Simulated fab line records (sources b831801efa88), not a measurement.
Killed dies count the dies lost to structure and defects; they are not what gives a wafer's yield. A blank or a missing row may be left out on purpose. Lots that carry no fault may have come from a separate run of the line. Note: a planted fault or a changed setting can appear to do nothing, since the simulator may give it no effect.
fab line records -- flow gf180mcu
record: lots: 9, wafers: 27, last_day: 32
route steps=602 shown DNWELL@41 MVPSD@85 VT_IMPLANT@119
lots untouched by any fault: they come from a run of this same line in which no faults occurred
start_h: hours from the record's opening day to when the first of the lot's shown wafers began -- wait_h: time in hours since the lot's previous step -- " same as the row above -- L1.1+2: one row covering several wafers at once -- - no value present, or no start provided -- * or withheld: withheld -- < > ~ a bound
route shown NAME@n: names a module that has steps shown in the file, with the first one's number in the route -- usual: mean/standard deviation of fault-free wafers -- same: alike in all rows -- chamber/n: place in a boat -- sites: readings site by site -- _std_site: standard deviation of those values -- _edge_site: inner sites' mean taken away from outer sites' mean -- radius_mm: how far each site lies from the wafer's centre -- mask NAME#n: copy n -- behind: the most recent tool/chamber to have shaped the wafer -- hold: why the lot was held/for how many hours/how that ended -- device: names the non-switching transistor (n, p or np) -- end of line: at the end of the route, the tests of the same wafers -- a step given without rows: its recipe and nothing more -- killed: the dies lost at the first sort to structure and to defects; this is not the yield of the wafer -- map: shows each die of a wafer: x if killed, . if not, _ if none is there
set.NAME: setting as actually run; set.NAME@STEP: the setting as run at that earlier step -- model.NAME: the simulator's own value behind a step, which no gauge read
route steps across a sampled set of lots; one table per step, one row per wafer
services: when a tool's chamber went out of use (start_h, in hours from the record's first day, below 0 if earlier), for how many hours, and the reason
== steps ==
step: GF_DNWELL_TW_MEAS_09
usual: DNWELL_TW: 1350/16
lot.wafer,tool,chamber,start_h,wait_h,DNWELL_TW
L785.1,film_metro-04,-,45.50,0.1,1328
L785.4,film_metro-04,-,45.50,0.1,1321
L785.5,film_metro-04,-,45.50,0.1,1329
L786.1,film_metro-02,-,49.03,0.1,1363
L786.3,film_metro-02,-,49.03,0.1,1365
L786.6,film_metro-02,-,49.03,0.1,1359
L787.2,film_metro-02,-,52.57,0.1,1356
L787.3,film_metro-02,-,52.57,0.1,1346
L787.6,film_metro-02,-,52.57,0.1,1354
L788.1,film_metro-04,-,60.25,0.1,1308
L788.2,film_metro-04,-,60.25,0.1,1315
L788.3,film_metro-04,-,60.25,0.1,1313
L789.1,film_metro-02,-,66.41,0.1,1362
L789.3,film_metro-02,-,66.41,0.1,1366
L789.5,film_metro-02,-,66.41,0.1,1358
L790.1,film_metro-02,-,70.40,0.1,1364
L790.2,film_metro-02,-,70.40,0.1,1371
L790.3,film_metro-02,-,70.40,0.1,1368
L795.1,film_metro-04,-,98.93,0.1,1323
L795.3,film_metro-04,-,98.93,0.1,1318
L795.4,film_metro-04,-,98.93,0.1,1330
L796.1,film_metro-02,-,102.97,0.1,1345
L796.2,film_metro-02,-,102.97,0.1,1348
L796.5,film_metro-02,-,102.97,0.1,1344
L797.1,film_metro-04,-,108.10,0.1,1337
L797.3,film_metro-04,-,108.10,0.1,1343
L797.4,film_metro-04,-,108.10,0.1,1333
step: GF_MVPSD_OVL_MEAS_07
usual: MVPSD_OVL: 0.4/1.3
lot.wafer,tool,chamber,start_h,wait_h,MVPSD_OVL[nm]
L785.1,overlay-01,-,100.05,-,0.6
L785.4,overlay-01,-,100.05,-,1.5
L785.5,overlay-01,-,100.05,-,1.6
L786.1,overlay-02,-,103.80,-,1.3
L786.3,overlay-02,-,103.80,-,1.8
L786.6,overlay-02,-,103.80,-,0.7
L787.2,overlay-02,-,108.46,-,-0.5
L787.3,overlay-02,-,108.46,-,1.3
L787.6,overlay-02,-,108.46,-,0.2
L788.1,overlay-02,-,117.25,-,-2.1
L788.2,overlay-02,-,117.25,-,-1.6
L788.3,overlay-02,-,117.25,-,-1.4
L789.1,overlay-01,-,123.47,-,-0.9
L789.3,overlay-01,-,123.47,-,1.9
L789.5,overlay-01,-,123.47,-,-0.3
L790.1,overlay-01,-,127.72,-,-0.3
L790.2,overlay-01,-,127.72,-,0.1
L790.3,overlay-01,-,127.72,-,-0.3
L795.1,overlay-02,-,160.90,-,-0.2
L795.3,overlay-02,-,160.90,-,-0.3
L795.4,overlay-02,-,160.90,-,0.6
L796.1,overlay-01,-,165.27,-,3.2
L796.2,overlay-01,-,165.27,-,2.4
L796.5,overlay-01,-,165.27,-,3.4
L797.1,overlay-01,-,169.80,-,0.8
L797.3,overlay-01,-,169.80,-,1.3
L797.4,overlay-01,-,169.80,-,1.0
step: GF_VT_IMPLANT_OVL_MEAS_29
usual: VT_IMPLANT_02_OVL: -0.2/1.3
lot.wafer,tool,chamber,start_h,wait_h,VT_IMPLANT_02_OVL[nm]
L785.1,overlay-02,-,144.52,0.1,-1.7
L785.4,overlay-02,-,144.52,0.1,-1.8
L785.5,overlay-02,-,144.52,0.1,-2.1
L786.1,overlay-02,-,148.52,0.1,1.1
L786.3,overlay-02,-,148.52,0.1,0.4
L786.6,overlay-02,-,148.52,0.1,0.3
L787.2,overlay-02,-,154.33,0.1,-1.7
L787.3,overlay-02,-,154.33,0.1,-1.4
L787.6,overlay-02,-,154.33,0.1,-2.3
L788.1,overlay-02,-,163.95,0.1,-0.2
L788.2,overlay-02,-,163.95,0.1,-2.6
L788.3,overlay-02,-,163.95,0.1,-0.8
L789.1,overlay-01,-,170.82,0.1,1.1
L789.3,overlay-01,-,170.82,0.1,0.1
L789.5,overlay-01,-,170.82,0.1,0.6
L790.1,overlay-02,-,175.22,0.1,-0.3
L790.2,overlay-02,-,175.22,0.1,-1.2
L790.3,overlay-02,-,175.22,0.1,0.1
L795.1,overlay-02,-,210.92,0.1,1.3
L795.3,overlay-02,-,210.92,0.1,1.7
L795.4,overlay-02,-,210.92,0.1,0.9
L796.1,overlay-01,-,216.72,0.1,0.5
L796.2,overlay-01,-,216.72,0.1,0.0
L796.5,overlay-01,-,216.72,0.1,1.4
L797.1,overlay-01,-,221.75,0.1,-0.5
L797.3,overlay-01,-,221.75,0.1,-1.6
L797.4,overlay-01,-,221.75,0.1,-1.9
step: GF_VT_IMPLANT_IMPLANT_30
recipe: species: B, energy_kev: 25, dose_cm2: 2.534e+12, tilt_deg: 7
usual: dose_ions_cm2: 2.5343e+12/2.9e+09, implant_ion_amu: 11/0
lot.wafer,tool,chamber,start_h,wait_h,dose_ions_cm2,implant_ion_amu
L785.1,implanter-02,0,144.56,0.0,2.5357e+12,11
L785.4,implanter-02,0,144.56,0.0,2.5348e+12,11
L785.5,implanter-02,0,144.56,0.0,2.5366e+12,11
L786.1,implanter-01,0,148.56,0.0,2.5354e+12,11
L786.3,implanter-01,0,148.56,0.0,2.5373e+12,11
L786.6,implanter-01,0,148.56,0.0,2.5303e+12,11
L787.2,implanter-04,0,154.39,0.0,2.5333e+12,11
L787.3,implanter-04,0,154.39,0.0,2.5306e+12,11
L787.6,implanter-04,0,154.39,0.0,2.5366e+12,11
L788.1,implanter-04,0,163.99,0.0,2.5416e+12,11
L788.2,implanter-04,0,163.99,0.0,2.5391e+12,11
L788.3,implanter-04,0,163.99,0.0,2.5355e+12,11
L789.1,implanter-02,0,170.86,0.0,2.5335e+12,11
L789.3,implanter-02,0,170.86,0.0,2.5347e+12,11
L789.5,implanter-02,0,170.86,0.0,2.5243e+12,11
L790.1,implanter-04,0,175.26,0.0,2.5352e+12,11
L790.2,implanter-04,0,175.26,0.0,2.5341e+12,11
L790.3,implanter-04,0,175.26,0.0,2.5326e+12,11
L795.1,implanter-01,0,210.96,0.0,2.5323e+12,49
L795.3,implanter-01,0,210.96,0.0,2.5304e+12,49
L795.4,implanter-01,0,210.96,0.0,2.5306e+12,49
L796.1,implanter-04,0,216.76,0.0,2.5341e+12,49
L796.2,implanter-04,0,216.76,0.0,2.5365e+12,49
L796.5,implanter-04,0,216.76,0.0,2.5348e+12,49
L797.1,implanter-02,0,221.79,0.0,2.5323e+12,49
L797.3,implanter-02,0,221.79,0.0,2.5358e+12,49
L797.4,implanter-02,0,221.79,0.0,2.5339e+12,49
step: GF_VT_IMPLANT_TW_MEAS_32
usual: VT_IMPLANT_3_TW: 269.9/1.4
lot.wafer,tool,chamber,start_h,wait_h,VT_IMPLANT_3_TW
L785.1,film_metro-03,-,144.81,0.1,269.2
L785.4,film_metro-03,-,144.81,0.1,270.3
L785.5,film_metro-03,-,144.81,0.1,268.9
L786.1,film_metro-02,-,148.81,0.1,270.9
L786.3,film_metro-02,-,148.81,0.1,271.4
L786.6,film_metro-02,-,148.81,0.1,272.0
L787.2,film_metro-01,-,154.62,0.1,272.4
L787.3,film_metro-01,-,154.62,0.1,272.0
L787.6,film_metro-01,-,154.62,0.1,270.6
L788.1,film_metro-03,-,164.24,0.1,269.4
L788.2,film_metro-03,-,164.24,0.1,270.3
L788.3,film_metro-03,-,164.24,0.1,269.0
L789.1,film_metro-02,-,171.11,0.1,268.8
L789.3,film_metro-02,-,171.11,0.1,270.6
L789.5,film_metro-02,-,171.11,0.1,271.2
L790.1,film_metro-03,-,175.51,0.1,269.4
L790.2,film_metro-03,-,175.51,0.1,268.6
L790.3,film_metro-03,-,175.51,0.1,266.8
L795.1,film_metro-03,-,211.21,0.1,416.7
L795.3,film_metro-03,-,211.21,0.1,418.2
L795.4,film_metro-03,-,211.21,0.1,418.3
L796.1,film_metro-02,-,217.01,0.1,418.5
L796.2,film_metro-02,-,217.01,0.1,415.6
L796.5,film_metro-02,-,217.01,0.1,417.2
L797.1,film_metro-03,-,222.04,0.1,413.2
L797.3,film_metro-03,-,222.04,0.1,418.7
L797.4,film_metro-03,-,222.04,0.1,417.6
== services ==
tool,chamber,start_h,hours,kind
implanter-04,-,121.48,4.4,repair
implanter-04,-,130.09,3.2,repair
implanter-04,-,140.57,3.0,repair
implanter-01,-,157.28,0.8,repair
implanter-02,-,176.29,3.5,pm
implanter-02,-,191.21,0.6,repair
== key ==
first_sign: step: GF_VT_IMPLANT_IMPLANT_30, reading: implant_ion_amu, direction: up, sigmas: 99+, usual: 11, struck: 49
effect: step: GF_VT_IMPLANT_TW_MEAS_32, reading: VT_IMPLANT_3_TW, direction: up, sigmas: 99+, usual: 269.9, struck: 417.1
met_at GF_VT_IMPLANT_IMPLANT_30
struck_lots L795,L796,L797
tester_left_out L795,L796,L797
not_acting_at GF_DNWELL_TW_MEAS_09,GF_MVPSD_OVL_MEAS_07,GF_VT_IMPLANT_OVL_MEAS_29
onset_between 175.26 210.96
fault: kind: wrong_recipe_download, tool: implanter-01,implanter-02,implanter-04, chamber: -, onset_h: 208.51, steps: GF_VT_IMPLANT_IMPLANT_30, wrong_recipe.not_listed: 1
tester_left_out: of these lots the tester's yield and bins aren't shown, on N5 and GAA mostly nor the transistor test; their killed dies are dies lost to structure and defects alone, not to doping, threshold or leakage, so they don't give the yield
